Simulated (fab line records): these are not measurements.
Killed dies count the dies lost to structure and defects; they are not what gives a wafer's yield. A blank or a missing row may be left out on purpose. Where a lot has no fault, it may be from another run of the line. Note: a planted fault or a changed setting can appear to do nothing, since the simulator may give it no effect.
8D (eight disciplines) problem report, filled in by code | flow sky130 | the parts of the form that need people (team, actions taken, sign-off) are left out

== 1. THE ISSUE ==
sort_bin_3_pad_short at SKY_PAD_OPEN_PROBE_99 reads a mean of 4.7 % on 6 wafers of 2 lots; wafers without a fault read 0.9 % with a standard deviation of 0.46. Measured from the usual mean, that is +8.2 standard deviations.
First observed at day 46 22:23: wafer L227.1, on prober-01. At this step, 6 wafers from 2 lots have a number in the record. Rule for "out", or "out of limits": more than 4 standard deviations from the usual mean. Any other wafer with a number is counted as sound.

== 2. WHAT IT IS, AND WHAT IT ISN'T ==
question                    | is                     | is not
which readings at this step | sort_bin_3_pad_short   | killed_at_M4_up, killed_at_front_end, killed_short, sort_bin_6_memory
which lots                  | L227, L228             | -
which wafers of those lots  | all that have a number | -
read on which tools         | prober-01, prober-02   | -
when                        | from day 46 22:23      | up to then (0 sound wafers)

== 3. WHAT RULES OUT EACH SUSPECT ==
Counting: a tool stays on the suspect list if, at a process step up to the reading, it processed all lots that are out and no sound lot following the first of them.
- pvd_sputter-03 at SKY_METAL3_SPUTTER_04 (material TiN, target thk 70 nm, time 58.3 s): kept. It ran every lot that is out, first L227 (day 37 08:41), and no sound lot after that.
- rie_diel-01 at SKY_METAL4_ETCH_17 (etches SiO2 in C4F8/O2/Ar, stops on TiN, time 3.9 s, target depth 15 nm): kept. It ran every lot that is out, first L227 (day 43 02:17), and no sound lot after that.
- rie_diel-02 at SKY_PAD_OPEN_ETCH_07 (etches the open film in CF4/O2, stops on AlCu, target depth 725 nm, time 161.1 s): kept. It ran every lot that is out, first L227 (day 46 20:04), and no sound lot after that.
pvd_sputter-03 at SKY_METAL3_SPUTTER_04, rie_diel-01 at SKY_METAL4_ETCH_17 and rie_diel-02 at SKY_PAD_OPEN_ETCH_07 are what is left after counting.

== 4. THE CAUSE (what the simulator had put in) ==
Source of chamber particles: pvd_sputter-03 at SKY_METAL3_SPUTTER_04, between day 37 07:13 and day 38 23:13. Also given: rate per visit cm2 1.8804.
This tool is one of the 3 suspects left after counting.

== 5. SEQUENCE OF EFFECTS, ordered by route ==
One row per reading whose mean, taken over the struck wafers that have a number, lies over 3 standard deviations from the usual. Only readings for which the record gives a usual standard deviation are gone through. hours: the time from each lot's start at the first step in this table that gives one to its start at this step, as a median over the lots. sigmas: the change in usual standard deviations.
hours | step                  | reading              | usual  | on struck wafers | change | sigmas
0     | SKY_PAD_OPEN_PROBE_99 | defect_limited_yield | 82.3 % | 72.5             | -9.8   | -4.9
0     | SKY_PAD_OPEN_PROBE_99 | killed_at_M0_to_M3   | 43     | 97               | +54    | +7.8
0     | SKY_PAD_OPEN_PROBE_99 | killed_dies          | 87     | 135              | +48    | +5.0
0     | SKY_PAD_OPEN_PROBE_99 | sort_bin_3_pad_short | 0.9 %  | 4.7              | +3.8   | +8.2
0     | SKY_PAD_OPEN_PROBE_99 | sort_bin_5_function  | 10.5 % | 16.2             | +5.7   | +4.1
0     | SKY_PAD_OPEN_PROBE_99 | sort_n_pass          | 405    | 357              | -48    | -5.0
0     | SKY_PAD_OPEN_PROBE_99 | sort_yield_pct       | 82.3 % | 72.5             | -9.8   | -4.9
Here are the process steps it includes:
- SKY_PAD_OPEN_PROBE_99

== 6. HOW IT WOULD HAVE BEEN CAUGHT EARLIER ==
First out-of-limits reading in this record: day 46 22:23, which is 231 hours after fault onset at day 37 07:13.
Of the tool readings at SKY_METAL3_SPUTTER_04 for which the record gives a usual standard deviation, none was out on any struck wafer, so an alarm limit of 4 standard deviations on them would not have fired.
The start of SKY_METAL3_SPUTTER_04 on pvd_sputter-03 came by day 46 22:23 for every one of the lots that are out (2). Holding the tool at that point would not have protected any of them.
